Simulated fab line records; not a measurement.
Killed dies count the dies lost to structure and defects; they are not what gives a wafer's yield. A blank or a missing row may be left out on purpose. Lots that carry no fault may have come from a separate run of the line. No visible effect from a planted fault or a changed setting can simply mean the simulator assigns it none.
The tool behind it: which one? ; flow sky130 ; 42 wafers from 14 lots sampled at 2 of the route's 708 steps

## WHAT THE GAUGES SHOWED, per wafer
SKY_METAL4_OVL_MEAS_14. Usual: for METAL4_OVL the level is -3 nm and the standard deviation is 5.1.
lot;measured;on;METAL4_OVL (nm);flag
L764;day 41 17:52;overlay-01;-5 0 -7;
L766;day 42 08:07;overlay-02;0 -1 -4;
L767;day 42 15:40;overlay-02;7 1 9;
L768;day 43 00:16;overlay-01;4 -14 -1;
L770;day 43 14:34;overlay-01;-1 -2 -2;
L771;day 44 01:22;overlay-01;1 -5 -3;
L772;day 44 05:34;overlay-02;-3 6 3;
L773;day 44 10:08;overlay-01;-4 -6 -2;
L775;day 45 01:37;overlay-01;-4 -8 -4;
L778;day 45 17:49;overlay-01;-4 -5 -6;
L781;day 46 13:19;overlay-01;7 -1 2;
L782;day 46 13:58;overlay-01;-5 -1 4;
L784;day 47 01:22;overlay-02;3 4 -3;
L785;day 47 08:58;overlay-02;-3 -2 -9;

## WHICH TOOL RAN EACH LOT (tool, then ch and the chambers of the sampled wafers, then the start)
lot;SKY_FIELD_ISO_OXIDATION_01
L764;furnace-01 ch 0, day 1 10:41
L766;furnace-01 ch 0, day 1 20:07
L767;furnace-01 ch 0, day 2 01:26
L768;furnace-01 ch 0, day 2 07:35
L770;furnace-01 ch 0, day 2 16:07
L771;furnace-02 ch 0, day 2 21:07
L772;furnace-01 ch 0, day 3 02:28
L773;furnace-01 ch 0, day 3 07:56
L775;furnace-01 ch 0, day 3 19:23
L778;furnace-01 ch 0, day 4 08:07
L781;furnace-02 ch 0, day 4 23:53
L782;furnace-02 ch 0, day 5 04:20
L784;furnace-01 ch 0, day 5 15:44
L785;furnace-01 ch 0, day 5 19:07
- SKY_FIELD_ISO_OXIDATION_01: stabilise 600 s, purge 300 s, target thk 12 nm.

## AS READ BY THE TOOLS THEMSELVES (means over the sampled wafers that have a number; for cases with no such wafer, the mark the record gives instead)
The record holds no such reading with a usual standard deviation.

## THE ANSWER, worked out from the rows above alone
Rule: lot off if the mean of its wafers having a number is beyond 3 standard deviations from the usual mean. Also off: a lot with no number at a reading for which 4 or more lots have one. All remaining lots with rows at the step are treated as sound. Order of review: gauges by route order, followed by the tools' own readings, for which a lot's mean as printed above is used. The first step at which some lot is off is used, and at that step the reading that is off furthest; a lot without a number counts as furthest.
No lot is off on any of the readings shown, so nothing can be concluded from this.

## WHAT HAD BEEN PUT IN BY THE SIMULATOR
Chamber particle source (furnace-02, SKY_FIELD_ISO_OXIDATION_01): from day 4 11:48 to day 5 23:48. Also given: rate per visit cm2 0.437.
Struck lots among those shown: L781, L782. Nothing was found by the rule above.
